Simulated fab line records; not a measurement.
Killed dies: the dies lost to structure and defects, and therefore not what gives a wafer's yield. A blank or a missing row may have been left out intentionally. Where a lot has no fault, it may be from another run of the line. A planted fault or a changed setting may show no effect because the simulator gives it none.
The same fault as seen by 2 desks -- flow sky130 -- only its own numbers are on each desk; what lay behind them is given at the end

TOOL OWNER'S DESK, litho_track-03
At SKY_POLY_GATE_SOFTBAKE_09 (time 90 s), the tool's own readings, given per lot that ran on this tool as the mean of the sampled wafers with a number. Any lot whose mean is over 4 standard deviations away from the usual mean is out of limits and marked OUT; that distance is given in the brackets.
Columns: A = heater_power_total_W at SKY_POLY_GATE_SOFTBAKE_09, usual 57.36 W; B = plate_temp_C at SKY_POLY_GATE_SOFTBAKE_09, usual 100.05 C
lot,first seen here,A,B
L630,day 18 02:00,57.36,100.08
L631,day 18 05:00,57.49,100.09
L632,day 18 18:00,52.89 (-37) OUT,94.35 (-44) OUT
L634,day 19 14:00,52.95 (-37) OUT,94.40 (-43) OUT
L642,day 23 03:00,57.46,99.89
L644,day 23 14:00,57.35,100.13
This desk's verdict: out of limits on L632, L634, starting with L632 at day 18 18:00 (heater_power_total_W at SKY_POLY_GATE_SOFTBAKE_09). L630, L631, L642, L644: within limits.

METROLOGY DESK
Lot by lot, what the gauges showed, no matter which tool ran the lot: averages of those sampled wafers that carry a number. Any lot whose mean is over 4 standard deviations away from the usual mean is out of limits and marked OUT; that distance is given in the brackets.
Columns: A = cd_nm at SKY_VT_ADJUST_HVTR_CD_MEAS_07, usual 379.3 nm; B = SONOS_ONO_CVD_04_THK at SKY_SONOS_ONO_THK_MEAS_05, usual 5.74 nm; C = GATE_OXIDE_OXIDATION_00_THK at SKY_GATE_OXIDE_THK_MEAS_02, usual 10.34 nm
lot,first seen here,A,B,C
L623,day 9 03:37,378.9,5.73,10.22
L624,day 9 13:37,377.3,5.67,10.68
L625,day 9 15:52,381.2,5.73,10.23
L626,day 10 02:52,379.0,5.83,10.16
L627,day 10 14:01,382.0,5.65,10.25
L630,day 11 06:18,378.7,5.61,10.46
L631,day 11 12:41,382.8,5.90,10.23
L632,day 12 00:35,376.7,5.70,10.61
L634,day 12 14:13,376.2,5.62,10.47
L639,day 15 01:25,384.2,5.75,10.59
L642,day 15 16:50,379.4,5.74,10.31
L644,day 16 05:43,380.7,5.76,10.02
L645,day 16 09:37,378.6,5.82,10.15
L646,day 18 07:54,379.9,5.83,10.10
This desk's finding: nothing out of limits on any of the 14 lots.

ALL TOGETHER
The tool owner's desk could have raised an alarm at day 18 18:00, on L632, L634.
At the metrology desk, nothing out of limits was observed.
The metrology desk holds a record of L632, L634, inside its limits.
Every lot named ran SKY_POLY_GATE_SOFTBAKE_09 on litho_track-03.

WHAT WAS PUT IN BY THE SIMULATOR
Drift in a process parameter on litho_track-03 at SKY_POLY_GATE_SOFTBAKE_09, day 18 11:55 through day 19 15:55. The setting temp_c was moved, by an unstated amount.
Struck lots among those shown: L632, L634.
Delay in hours, fault start to first out-of-limits reading, by desk: the tool owner's desk at 6.
